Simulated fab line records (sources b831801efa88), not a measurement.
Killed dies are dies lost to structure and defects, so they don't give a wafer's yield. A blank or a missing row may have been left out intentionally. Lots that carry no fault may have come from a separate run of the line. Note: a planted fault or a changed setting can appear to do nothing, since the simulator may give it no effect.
8D (eight disciplines) problem report, filled in by code || flow sky130 || the parts of the form that need people (team, actions taken, sign-off) are left out

== 1. THE PROBLEM ==
Mean VT_ADJUST_HVTR_OVL at SKY_VT_ADJUST_HVTR_OVL_MEAS_08: 131.2 nm over 6 wafers in 2 lots; fault-free wafers: -0.8 nm, standard deviation 1.3. So: +99 or more standard deviations from the usual mean.
First seen on wafer L155.1, day 11 16:16, on overlay-01. The record holds 39 wafers of 13 lots with a number at this step. The rule behind "out" and "out of limits": a value lying over 4 standard deviations away from the usual mean. The rest of the wafers with a number are treated as sound.

== 2. WHAT IT IS, WHAT IT ISN'T ==
{"question": "which readings at this step", "is": "VT_ADJUST_HVTR_OVL", "is not": "-"}
{"question": "which lots", "is": "L155, L160", "is not": "L148, L149, L150, L151, L152, L153, L154, L156, L163, L165, L167"}
{"question": "which wafers of those lots", "is": "all that have a number", "is not": "-"}
{"question": "read on which gauges", "is": "overlay-01, overlay-02", "is not": "-"}
{"question": "when", "is": "from day 11 16:16", "is not": "up to then (21 sound wafers); but 12 sound wafers of L156, L163, L165, L167 came after"}

== 3. THE SUSPECTS, EACH WITH WHAT RULES IT OUT ==
Counting: any tool at a process step up to the reading is kept as a suspect provided that every lot that is out went through it and no sound lot did after the first of them.
- the gauge at SKY_VT_ADJUST_HVTR_OVL_MEAS_08: ruled out. 2 gauges (overlay-01, overlay-02) read the wafers that are out.
- iline stepper-02 at SKY_VT_ADJUST_HVTR_EXPOSE_04 (exposes mask HVTRM, target cd 380 nm): kept. All lots that are out passed through it, beginning with L155 at day 11 04:08, and no sound lot followed; its final sound lot before that point was L154 at day 10 13:02.
Left after counting: iline stepper-02 at SKY_VT_ADJUST_HVTR_EXPOSE_04.

== 4. THE CAUSE (what the simulator had put in) ==
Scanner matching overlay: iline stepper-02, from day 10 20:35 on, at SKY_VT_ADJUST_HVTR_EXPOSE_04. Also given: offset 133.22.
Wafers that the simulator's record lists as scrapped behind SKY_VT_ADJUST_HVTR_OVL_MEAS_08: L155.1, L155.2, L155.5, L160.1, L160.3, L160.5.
Only this tool survived the counting.

== 5. THE CHAIN OF EFFECTS, in route order ==
Each row: a reading where the mean over the struck wafers with a number is more than 3 standard deviations away from the usual. Only readings whose record carries a usual standard deviation are examined. hours: median over the lots of the time between each lot's start at the first step of this table that gives one and its start at this step. sigmas: the change, counted in usual standard deviations.
{"hours": 0, "step": "SKY_VT_ADJUST_HVTR_OVL_MEAS_08", "reading": "VT_ADJUST_HVTR_OVL", "usual": "-0.8 nm", "on struck wafers": 131.2, "change": "+132.0", "sigmas": "+99 or more"}

== 6. HOW IT WOULD HAVE BEEN CAUGHT EARLIER ==
Counted from the fault's start at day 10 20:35, it took 20 hours until the first out-of-limits reading at a measuring or inspecting step in this record, taken at day 11 16:16.
L160, from the lots that are out (2), started SKY_VT_ADJUST_HVTR_EXPOSE_04 on iline stepper-02 later than day 11 16:16. It would have been spared by a hold on the tool at that moment.
